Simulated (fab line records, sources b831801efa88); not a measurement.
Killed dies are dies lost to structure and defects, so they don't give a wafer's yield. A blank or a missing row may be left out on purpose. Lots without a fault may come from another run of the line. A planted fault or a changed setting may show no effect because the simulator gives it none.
Which tool did it? | flow sky130 | 14 lots, 42 wafers sampled, at 4 steps of a route of 708

WHAT THE GAUGES READ, wafer by wafer
SKY_LDD_LDN_TW_MEAS_13.
lot  | measured     | on            | LDD_LDN_TW
L917 | day 22 13:29 | film_metro-03 | 1472 1466 1469
L919 | day 24 03:32 | film_metro-01 | 1498 1499 1496
L921 | day 24 08:34 | film_metro-01 | 1499 1499 1492
L922 | day 24 15:46 | film_metro-03 | 1469 1468 1464
L924 | day 25 10:00 | film_metro-03 | 1482 1471 1475
L927 | day 27 00:04 | film_metro-03 | 1463 1471 1466
L928 | day 27 02:11 | film_metro-03 | 1467 1479 1476
L929 | day 27 10:33 | film_metro-04 | 1495 1487 1489
L931 | day 28 05:04 | film_metro-01 | 1494 1494 1497
L932 | day 28 10:46 | film_metro-04 | 1486 1490 1486
L936 | day 29 21:40 | film_metro-03 | 1466 1470 1471
L935 | day 29 21:49 | film_metro-01 | 1496 1494 1493
L937 | day 30 01:05 | film_metro-04 | 1490 1493 1495
L940 | day 30 20:48 | film_metro-04 | 1496 1500 1491

SKY_SD_N_TW_MEAS_12.
lot  | measured     | on            | SD_N_TW
L917 | day 27 15:44 | film_metro-04 | 4032 3995 4011
L919 | day 29 02:34 | film_metro-02 | 4019 3993 4025
L921 | day 29 09:10 | film_metro-04 | 4023 4027 4044
L922 | day 29 15:25 | film_metro-01 | 4025 4035 4022
L924 | day 30 07:32 | film_metro-04 | 4014 3992 4012
L927 | day 31 19:56 | film_metro-01 | 3977 3974 4021
L928 | day 31 20:42 | film_metro-01 | 3967 3958 3968
L929 | day 32 04:11 | film_metro-02 | 4005 3981 3994
L931 | day 32 23:53 | film_metro-01 | 4018 4018 4012
L932 | day 33 05:22 | film_metro-02 | 3994 3998 4026
L936 | day 34 15:01 | film_metro-02 | 3979 4000 3980
L935 | day 34 14:28 | film_metro-01 | 4021 4013 4021
L937 | day 34 16:14 | film_metro-02 | 4019 4009 4012
L940 | day 35 14:27 | film_metro-01 | 4027 4013 4024

SKY_SD_N_RS_MEAS_16: measures by four-point-probe.
lot  | measured     | on            | SD_N_RS (ohm/sq)
L917 | day 27 16:02 | film_metro-02 | 68.48 68.55 68.49
L919 | day 29 02:52 | film_metro-04 | 68.67 68.70 68.67
L921 | day 29 09:28 | film_metro-01 | 68.78 68.55 68.73
L922 | day 29 15:42 | film_metro-02 | 68.60 68.42 68.47
L924 | day 30 07:49 | film_metro-01 | 68.65 68.68 68.61
L927 | day 31 20:13 | film_metro-01 | 68.46 68.55 68.51
L928 | day 31 21:00 | film_metro-04 | 68.73 68.76 68.70
L929 | day 32 04:28 | film_metro-04 | 68.82 68.54 68.54
L931 | day 33 00:10 | film_metro-01 | 68.40 68.46 68.81
L932 | day 33 05:40 | film_metro-01 | 68.44 68.59 68.55
L936 | day 34 15:18 | film_metro-02 | 68.52 68.67 68.62
L935 | day 34 14:46 | film_metro-04 | 68.84 68.65 68.69
L937 | day 34 16:32 | film_metro-01 | 68.81 68.79 68.61
L940 | day 35 14:44 | film_metro-02 | 68.57 68.47 68.50

WHICH TOOL RAN EACH LOT (tool, then ch and the chambers of the sampled wafers, then the start)
lot  | SKY_SD_N_DEVELOP_06
L917 | litho_track-03 ch 0, day 27 15:03
L919 | litho_track-03 ch 0, day 29 01:54
L921 | litho_track-04 ch 0, day 29 08:29
L922 | litho_track-01 ch 0, day 29 14:43
L924 | litho_track-03 ch 0, day 30 06:49
L927 | litho_track-01 ch 0, day 31 19:14
L928 | litho_track-03 ch 0, day 31 20:01
L929 | litho_track-04 ch 0, day 32 03:29
L931 | litho_track-03 ch 0, day 32 23:10
L932 | litho_track-04 ch 0, day 33 04:41
L936 | litho_track-01 ch 0, day 34 14:19
L935 | litho_track-01 ch 0, day 34 13:44
L937 | litho_track-01 ch 0, day 34 15:34
L940 | litho_track-04 ch 0, day 35 13:46
- SKY_SD_N_DEVELOP_06: develop time 60 s.

WHAT THE TOOLS THEMSELVES READ (means of the sampled wafers that have a number; where no wafer has one, the mark that the record gives instead)
SKY_SD_N_DEVELOP_06.
lot  | tool           | developer_temp_C (C)
L917 | litho_track-03 | 23.02
L919 | litho_track-03 | 22.89
L921 | litho_track-04 | 23.02
L922 | litho_track-01 | 23.03
L924 | litho_track-03 | 23.11
L927 | litho_track-01 | 23.07
L928 | litho_track-03 | 23.06
L929 | litho_track-04 | 23.06
L931 | litho_track-03 | 22.95
L932 | litho_track-04 | 23.10
L936 | litho_track-01 | 22.18
L935 | litho_track-01 | 22.99
L937 | litho_track-01 | 22.17
L940 | litho_track-04 | 22.98

THE ANSWER, worked out from the rows above alone
Rule: what is usual is taken from the lots themselves. Put in order of their means at a reading, lots are off if they are a third of the lots or fewer, leave a main group of 4 or more, and stand apart from it by a gap of 3 or more times the standard deviation of the main group's means; of several such gaps the widest counts. A main group whose means are all the same, to the digits that the tables above print for the reading, isn't used. A lot without any number at a reading at which 4 lots or more have one is off too. The other lots that the step has rows for count as sound. The gauges are gone through in route order, then the tools' own readings, and for those a lot's mean is taken as printed above. The first step at which some lot is off is used, and at that step the reading that is off furthest; a lot without a number counts as furthest.
Off: L936, L937, at SKY_SD_N_DEVELOP_06 (developer_temp_C). The main group: mean 23.02 C, standard deviation 0.061.
A tool fits if, at that step or a process step before it, it ran every lot that is off, and no sound lot after the first of them. One fits: litho_track-01 at SKY_SD_N_DEVELOP_06. Its last sound lot is L935 (day 34 13:44), its first lot that is off L936 (day 34 14:19): a fault that began between those two fits.
The tool's own readings at SKY_SD_N_DEVELOP_06 bear it out: on the lots that are off they differ by more than 5 times the standard deviation of the sound lots' means. developer_temp_C reads 22.18 C there against 23.02 C on the sound lots.

WHAT THE SIMULATOR HAD PUT IN
Process parameter drift: litho_track-01, from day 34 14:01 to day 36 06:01, at SKY_SD_N_DEVELOP_06. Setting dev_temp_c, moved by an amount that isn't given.
Lots struck among those shown: L936, L937. The rule above found the same.
